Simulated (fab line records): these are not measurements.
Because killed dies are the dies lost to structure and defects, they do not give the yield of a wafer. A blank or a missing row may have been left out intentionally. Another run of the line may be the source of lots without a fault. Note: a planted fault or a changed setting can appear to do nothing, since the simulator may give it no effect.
Which of the tools did it? || flow gf180mcu || 39 wafers from 13 lots sampled at 5 of the route's 602 steps

WHAT EACH GAUGE READ, for each wafer
GF_STI_THK_MEAS_24.
{"lot": "L323", "measured": "day 2 04:40", "on": "film-metro-01", "STI_CVD_23_THK (nm)": "655 654 648"}
{"lot": "L324", "measured": "day 2 09:52", "on": "film-metro-01", "STI_CVD_23_THK (nm)": "642 650 650"}
{"lot": "L326", "measured": "day 2 22:19", "on": "film-metro-01", "STI_CVD_23_THK (nm)": "646 645 644"}
{"lot": "L327", "measured": "day 3 01:01", "on": "film-metro-03", "STI_CVD_23_THK (nm)": "653 639 642"}
{"lot": "L328", "measured": "day 3 04:55", "on": "film-metro-03", "STI_CVD_23_THK (nm)": "642 647 644"}
{"lot": "L329", "measured": "day 3 11:23", "on": "film-metro-01", "STI_CVD_23_THK (nm)": "652 658 658"}
{"lot": "L331", "measured": "day 3 21:04", "on": "film-metro-01", "STI_CVD_23_THK (nm)": "658 663 663"}
{"lot": "L332", "measured": "day 4 02:15", "on": "film-metro-02", "STI_CVD_23_THK (nm)": "660 667 659"}
{"lot": "L333", "measured": "day 4 07:26", "on": "film-metro-02", "STI_CVD_23_THK (nm)": "657 652 653"}
{"lot": "L334", "measured": "day 4 11:41", "on": "film-metro-03", "STI_CVD_23_THK (nm)": "652 635 643"}
{"lot": "L337", "measured": "day 5 02:51", "on": "film-metro-01", "STI_CVD_23_THK (nm)": "649 647 639"}
{"lot": "L345", "measured": "day 6 21:56", "on": "film-metro-02", "STI_CVD_23_THK (nm)": "651 632 641"}
{"lot": "L346", "measured": "day 7 02:51", "on": "film-metro-01", "STI_CVD_23_THK (nm)": "633 640 640"}

GF_HV_LDD_THK_MEAS_57.
{"lot": "L323", "measured": "day 12 13:06", "on": "film-metro-03", "HV_LDD_CVD_56_THK (nm)": "91.2 91.1 90.9"}
{"lot": "L324", "measured": "day 12 22:19", "on": "film-metro-03", "HV_LDD_CVD_56_THK (nm)": "89.9 90.1 89.9"}
{"lot": "L326", "measured": "day 13 14:13", "on": "film-metro-01", "HV_LDD_CVD_56_THK (nm)": "90.4 90.0 90.6"}
{"lot": "L327", "measured": "day 13 17:16", "on": "film-metro-04", "HV_LDD_CVD_56_THK (nm)": "89.3 89.6 89.4"}
{"lot": "L328", "measured": "day 14 19:27", "on": "film-metro-01", "HV_LDD_CVD_56_THK (nm)": "89.5 90.0 89.4"}
{"lot": "L329", "measured": "day 14 09:13", "on": "film-metro-04", "HV_LDD_CVD_56_THK (nm)": "89.7 90.3 90.1"}
{"lot": "L331", "measured": "day 15 02:14", "on": "film-metro-01", "HV_LDD_CVD_56_THK (nm)": "89.8 90.2 89.8"}
{"lot": "L332", "measured": "day 15 11:24", "on": "film-metro-04", "HV_LDD_CVD_56_THK (nm)": "89.1 88.7 88.8"}
{"lot": "L333", "measured": "day 15 22:24", "on": "film-metro-03", "HV_LDD_CVD_56_THK (nm)": "90.7 90.9 91.2"}
{"lot": "L334", "measured": "day 16 02:25", "on": "film-metro-03", "HV_LDD_CVD_56_THK (nm)": "89.3 90.2 89.3"}
{"lot": "L337", "measured": "day 17 06:47", "on": "film-metro-03", "HV_LDD_CVD_56_THK (nm)": "90.5 91.7 91.0"}
{"lot": "L345", "measured": "day 19 20:27", "on": "film-metro-04", "HV_LDD_CVD_56_THK (nm)": "90.2 90.3 89.6"}
{"lot": "L346", "measured": "day 20 12:07", "on": "film-metro-04", "HV_LDD_CVD_56_THK (nm)": "91.0 91.6 90.9"}

GF_CONTACT_CD_MEAS_14 targets a cd of 220 nm.
{"lot": "L323", "measured": "day 16 02:12", "on": "cd-sem-01", "cd-nm (nm)": "221.0 221.5 221.1"}
{"lot": "L324", "measured": "day 16 12:28", "on": "cd-sem-02", "cd-nm (nm)": "221.4 220.2 220.2"}
{"lot": "L326", "measured": "day 17 07:41", "on": "cd-sem-01", "cd-nm (nm)": "220.5 221.0 221.2"}
{"lot": "L327", "measured": "day 17 10:02", "on": "cd-sem-01", "cd-nm (nm)": "219.7 220.6 218.8"}
{"lot": "L328", "measured": "day 18 15:02", "on": "cd-sem-02", "cd-nm (nm)": "220.1 219.5 219.2"}
{"lot": "L329", "measured": "day 18 04:09", "on": "cd-sem-02", "cd-nm (nm)": "220.4 221.1 221.1"}
{"lot": "L331", "measured": "day 19 00:11", "on": "cd-sem-02", "cd-nm (nm)": "220.2 221.3 220.5"}
{"lot": "L332", "measured": "day 19 09:22", "on": "cd-sem-01", "cd-nm (nm)": "219.8 218.1 217.5"}
{"lot": "L333", "measured": "day 19 22:06", "on": "cd-sem-02", "cd-nm (nm)": "218.5 219.0 219.7"}
{"lot": "L334", "measured": "day 20 03:18", "on": "cd-sem-01", "cd-nm (nm)": "219.9 220.2 221.2"}
{"lot": "L337", "measured": "day 21 09:02", "on": "cd-sem-01", "cd-nm (nm)": "221.3 220.8 219.4"}
{"lot": "L345", "measured": "day 23 20:20", "on": "cd-sem-01", "cd-nm (nm)": "176.9 176.1 177.2"}
{"lot": "L346", "measured": "day 24 11:25", "on": "cd-sem-01", "cd-nm (nm)": "220.8 221.3 221.2"}

WHICH TOOL RAN EACH LOT (tool, then ch and the chambers of the sampled wafers, then the start)
{"lot": "L323", "GF_DNWELL_STRIP_08": "plasma-asher-03 ch 0,1, day 2 20:23", "GF_CONTACT_EXPOSE_11": "krf-scanner-01 ch 0, day 15 15:32"}
{"lot": "L324", "GF_DNWELL_STRIP_08": "plasma-asher-04 ch 0,1, day 3 02:07", "GF_CONTACT_EXPOSE_11": "krf-scanner-01 ch 0, day 16 01:04"}
{"lot": "L326", "GF_DNWELL_STRIP_08": "plasma-asher-04 ch 0,1, day 3 15:43", "GF_CONTACT_EXPOSE_11": "krf-scanner-02 ch 0, day 16 20:34"}
{"lot": "L327", "GF_DNWELL_STRIP_08": "plasma-asher-03 ch 0,1, day 3 17:11", "GF_CONTACT_EXPOSE_11": "krf-scanner-02 ch 0, day 16 22:50"}
{"lot": "L328", "GF_DNWELL_STRIP_08": "plasma-asher-01 ch 0,1, day 3 21:23", "GF_CONTACT_EXPOSE_11": "krf-scanner-01 ch 0, day 18 03:07"}
{"lot": "L329", "GF_DNWELL_STRIP_08": "plasma-asher-04 ch 0,1, day 4 03:35", "GF_CONTACT_EXPOSE_11": "krf-scanner-02 ch 0, day 17 17:12"}
{"lot": "L331", "GF_DNWELL_STRIP_08": "plasma-asher-01 ch 0, day 4 12:59", "GF_CONTACT_EXPOSE_11": "krf-scanner-02 ch 0, day 18 12:28"}
{"lot": "L332", "GF_DNWELL_STRIP_08": "plasma-asher-04 ch 0,1, day 4 20:08", "GF_CONTACT_EXPOSE_11": "krf-scanner-02 ch 0, day 18 22:01"}
{"lot": "L333", "GF_DNWELL_STRIP_08": "plasma-asher-04 ch 0, day 5 00:32", "GF_CONTACT_EXPOSE_11": "krf-scanner-02 ch 0, day 19 09:59"}
{"lot": "L334", "GF_DNWELL_STRIP_08": "plasma-asher-04 ch 0,1, day 5 04:25", "GF_CONTACT_EXPOSE_11": "krf-scanner-01 ch 0, day 19 15:29"}
{"lot": "L337", "GF_DNWELL_STRIP_08": "plasma-asher-01 ch 0,1, day 5 20:38", "GF_CONTACT_EXPOSE_11": "krf-scanner-01 ch 0, day 20 21:34"}
{"lot": "L345", "GF_DNWELL_STRIP_08": "plasma-asher-01 ch 0,1, day 7 17:11", "GF_CONTACT_EXPOSE_11": "krf-scanner-01 ch 0, day 23 09:16"}
{"lot": "L346", "GF_DNWELL_STRIP_08": "plasma-asher-04 ch 0, day 7 20:50", "GF_CONTACT_EXPOSE_11": "krf-scanner-02 ch 0, day 24 00:41"}
- GF_DNWELL_STRIP_08: strips in O2/N2.
- GF_CONTACT_EXPOSE_11: exposes mask Contact, target cd 220 nm.

AS READ BY THE TOOLS THEMSELVES (means over the sampled wafers that have a number; for cases with no such wafer, the mark the record gives instead)
GF_DNWELL_STRIP_08.
{"lot": "L323", "tool": "plasma-asher-03", "drypump-motor-current-A (A)": 6.0, "heater-power-w (W)": 355, "oes-product-au (a.u.)": 0.724, "platen-temp-c (C)": 250.04, "strip-time-to-endpoint-s (s)": 36.74}
{"lot": "L324", "tool": "plasma-asher-04", "drypump-motor-current-A (A)": 5.7, "heater-power-w (W)": 329, "oes-product-au (a.u.)": 0.718, "platen-temp-c (C)": 250.30, "strip-time-to-endpoint-s (s)": 36.95}
{"lot": "L326", "tool": "plasma-asher-04", "drypump-motor-current-A (A)": 5.2, "heater-power-w (W)": 335, "oes-product-au (a.u.)": 0.719, "platen-temp-c (C)": 249.99, "strip-time-to-endpoint-s (s)": 37.03}
{"lot": "L327", "tool": "plasma-asher-03", "drypump-motor-current-A (A)": 5.8, "heater-power-w (W)": 391, "oes-product-au (a.u.)": 0.723, "platen-temp-c (C)": 250.01, "strip-time-to-endpoint-s (s)": 37.04}
{"lot": "L328", "tool": "plasma-asher-01", "drypump-motor-current-A (A)": 5.9, "heater-power-w (W)": 340, "oes-product-au (a.u.)": 0.721, "platen-temp-c (C)": 250.01, "strip-time-to-endpoint-s (s)": 37.05}
{"lot": "L329", "tool": "plasma-asher-04", "drypump-motor-current-A (A)": 5.7, "heater-power-w (W)": 332, "oes-product-au (a.u.)": 0.720, "platen-temp-c (C)": 249.98, "strip-time-to-endpoint-s (s)": 36.85}
{"lot": "L331", "tool": "plasma-asher-01", "drypump-motor-current-A (A)": 5.6, "heater-power-w (W)": 374, "oes-product-au (a.u.)": 0.721, "platen-temp-c (C)": 249.97, "strip-time-to-endpoint-s (s)": 36.92}
{"lot": "L332", "tool": "plasma-asher-04", "drypump-motor-current-A (A)": 5.7, "heater-power-w (W)": 325, "oes-product-au (a.u.)": 0.723, "platen-temp-c (C)": 249.95, "strip-time-to-endpoint-s (s)": 36.99}
{"lot": "L333", "tool": "plasma-asher-04", "drypump-motor-current-A (A)": 6.2, "heater-power-w (W)": 323, "oes-product-au (a.u.)": 0.721, "platen-temp-c (C)": 250.04, "strip-time-to-endpoint-s (s)": 36.90}
{"lot": "L334", "tool": "plasma-asher-04", "drypump-motor-current-A (A)": 5.2, "heater-power-w (W)": 334, "oes-product-au (a.u.)": 0.723, "platen-temp-c (C)": 250.09, "strip-time-to-endpoint-s (s)": 37.00}
{"lot": "L337", "tool": "plasma-asher-01", "drypump-motor-current-A (A)": 5.9, "heater-power-w (W)": 345, "oes-product-au (a.u.)": 0.724, "platen-temp-c (C)": 249.96, "strip-time-to-endpoint-s (s)": 36.92}
{"lot": "L345", "tool": "plasma-asher-01", "drypump-motor-current-A (A)": 5.8, "heater-power-w (W)": 365, "oes-product-au (a.u.)": 0.722, "platen-temp-c (C)": 250.09, "strip-time-to-endpoint-s (s)": 36.99}
{"lot": "L346", "tool": "plasma-asher-04", "drypump-motor-current-A (A)": 6.2, "heater-power-w (W)": 322, "oes-product-au (a.u.)": 0.723, "platen-temp-c (C)": 249.82, "strip-time-to-endpoint-s (s)": 37.11}

THE ANSWER, worked out from the rows above alone
Rule: usual is defined by the lots themselves. The widest of any qualifying gaps counts: lots, ordered by their means at a reading, are off when they make up no more than a third of the lots, leave a main group of 4 or more, and stand apart from it by 3 or more times the standard deviation of that group's means. The tables above print the reading to a certain number of digits; a main group whose means all agree to those digits is not used. A lot without any number at a reading at which 4 lots or more have one is off too. Where the step has rows for the other lots, those lots are counted as sound. First the gauges in route order, then the tools' own readings, where a lot's mean is used as printed above. The first step at which some lot is off is used, and at that step the reading that is off furthest; a lot without a number counts as furthest.
Off at GF_CONTACT_CD_MEAS_14 (cd-nm): L345. Mean 220.3 nm and standard deviation 0.82 in the main group.
If a tool, at a process step before that reading, ran all the lots that are off and no sound lot after the first of them, it fits. Gauges at GF_CONTACT_CD_MEAS_14: tried the same way as those tools. Can't be told from this: 2 tools fit, plasma-asher-01 at GF_DNWELL_STRIP_08, krf-scanner-01 at GF_CONTACT_EXPOSE_11.

WHAT THE SIMULATOR HAD PUT IN
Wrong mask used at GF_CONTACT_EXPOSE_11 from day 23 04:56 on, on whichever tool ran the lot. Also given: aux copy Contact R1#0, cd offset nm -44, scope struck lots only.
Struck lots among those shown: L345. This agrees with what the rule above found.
